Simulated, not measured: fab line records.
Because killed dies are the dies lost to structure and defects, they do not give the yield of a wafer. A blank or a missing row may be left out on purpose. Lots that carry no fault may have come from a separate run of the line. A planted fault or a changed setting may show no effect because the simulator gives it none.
A lot that was struck, set against a sound lot ; flow sky130 ; 23 out of 708 route steps
Sound: these wafers, L592.3, L592.4, L592.5. The struck wafers were L607.4, L607.5, L607.6. The cause is given at the end.
For every step that has rows: the tool of each side, followed by ch and its chambers, followed by its first start. Under that, the readings that differ: sound wafers ; struck wafers ; difference of the means ; sigmas: that difference in standard deviations of wafers without a fault.
alike: same words and numbers on both sides, and readings whose means sit less than 2 such deviations apart. not compared: any withheld reading, any reading some wafer has no value for, any bound like >300 that may hide the same value, and any number with overlapping values for which the record gives no deviation.
The two part at a step that has a row with sigmas, a row that says differs or no value, or rows on one side only. Numbers that have no deviation but don't overlap get no sigmas and don't part them. Lack of a reading on every wafer of one side parts them only where that side has two or more wafers.

first, 5 steps without rows for these wafers: SKY_VT_ADJUST_NCORE_COAT_02 (resist thk 1140 nm); SKY_VT_ADJUST_NCORE_SOFTBAKE_03 (time 60 s); SKY_VT_ADJUST_NCORE_EXPOSE_04 (exposes mask LVTN COMPLEMENT THIN, target cd 380 nm); SKY_VT_ADJUST_NCORE_PEB_05; SKY_VT_ADJUST_NCORE_DEVELOP_06 (develop time 60 s).
SKY_VT_ADJUST_NCORE_CD_MEAS_07 targets a cd of 380 nm.
  sound on cd_sem-02, day 10 02:06; struck on cd_sem-02, day 14 10:00
  alike: cd_nm
SKY_VT_ADJUST_NCORE_OVL_MEAS_08:
  sound on overlay-02, day 10 02:11; struck on overlay-01, day 14 10:05
  alike: VT_ADJUST_NCORE_OVL
after that, 1 step had no rows for these wafers: SKY_VT_ADJUST_NCORE_IMPLANT_09.
SKY_VT_ADJUST_NCORE_STRIP_10: strips in O2/N2.
  sound on plasma_asher-01 ch 0,1, day 10 02:24; struck on plasma_asher-04 ch 0,1, day 14 10:17
  alike: drypump_motor_current_A, oes_product_au, strip_time_to_endpoint_s
  not compared: rf_hours_counter_h
SKY_VT_ADJUST_NCORE_TW_MEAS_11:
  sound on film_metro-03, day 10 02:29; struck on film_metro-04, day 14 10:23
  alike: VT_ADJUST_NCORE_TW
then, 2 steps without rows for these wafers: SKY_VT_ADJUST_HVTR_DEHYDRATE_00 (time 60 s); SKY_VT_ADJUST_HVTR_HMDS_01 (prime time 60 s).
SKY_VT_ADJUST_HVTR_COAT_02: resist thk 1140 nm.
  sound on litho_track-02 ch 0, day 10 13:25; struck on litho_track-04 ch 0, day 14 23:13
reading;sound;struck;difference;sigmas
spin_speed_rpm (rpm);3001.1 2998.8 2996.4;2812.2 2812.4 2812.3;-186.5;-89
model.NOVOLAK_of_VT_ADJUST_HVTR_COAT_02.thk_nm (nm);1143 1147 1147;1184 1182 1181;+37;
then, 3 steps without rows for these wafers: SKY_VT_ADJUST_HVTR_SOFTBAKE_03 (time 60 s); SKY_VT_ADJUST_HVTR_EXPOSE_04 (exposes mask HVTRM, target cd 380 nm); SKY_VT_ADJUST_HVTR_PEB_05.
SKY_VT_ADJUST_HVTR_DEVELOP_06: develop time 60 s.
  sound on litho_track-02 ch 0, day 11 01:13; struck on litho_track-04 ch 0, day 15 12:55
reading;sound;struck;difference;sigmas
model.NOVOLAK_of_VT_ADJUST_HVTR_COAT_02.thk_nm (nm);1143 1147 1146;1184 1182 1181;+37;
SKY_VT_ADJUST_HVTR_CD_MEAS_07 targets a cd of 380 nm.
  sound on cd_sem-01, day 11 01:21; struck on cd_sem-01, day 15 13:03
reading;sound;struck;difference;sigmas
cd_nm (nm);381.6 380.2 378.9;375.7 374.1 371.8;-6.4;-3
SKY_VT_ADJUST_HVTR_OVL_MEAS_08:
  sound on overlay-01, day 11 01:26; struck on overlay-01, day 15 13:08
reading;sound;struck;difference;sigmas
VT_ADJUST_HVTR_OVL (nm);1.8 5.6 0.8;-0.6 -1.4 -1.5;-3.9;-3
after that, 1 step had no rows for these wafers: SKY_VT_ADJUST_HVTR_IMPLANT_09.
SKY_VT_ADJUST_HVTR_STRIP_10: strips in O2/N2.
  sound on plasma_asher-02 ch 0,1, day 11 01:39; struck on plasma_asher-02 ch 0,1, day 15 13:20
reading;sound;struck;difference;sigmas
strip_time_to_endpoint_s (s);14.22 14.26 14.25;14.65 14.65 14.63;+0.40;+9
  alike: drypump_motor_current_A, oes_product_au
  not compared: rf_hours_counter_h
SKY_VT_ADJUST_HVTR_TW_MEAS_11:
  sound on film_metro-03, day 11 01:44; struck on film_metro-04, day 15 13:26
  alike: VT_ADJUST_HVTR_TW
-- here the record skips 35 days between the struck wafers' starts before and after, leaving off in module VT_ADJUST_HVTR and picking up in module PAD_OPEN (first step shown: number 708 of the route) --
SKY_PAD_OPEN_PROBE_99:
  sound on prober-02, day 48 02:12; struck on prober-02, day 50 11:58
reading;sound;struck;difference;sigmas
killed_at_M4_up;7 9 4;3 1 1;-5;-2
  alike: killed_at_M0_to_M3, killed_at_contacts, killed_at_front_end, killed_dies, killed_open, killed_short

## WHERE THEY PART
First at SKY_VT_ADJUST_HVTR_COAT_02; last, within this record, at SKY_PAD_OPEN_PROBE_99.

WHY: the cause the simulator had injected
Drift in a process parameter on litho_track-04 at SKY_VT_ADJUST_HVTR_COAT_02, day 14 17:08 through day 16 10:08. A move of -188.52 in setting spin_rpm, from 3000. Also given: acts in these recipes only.
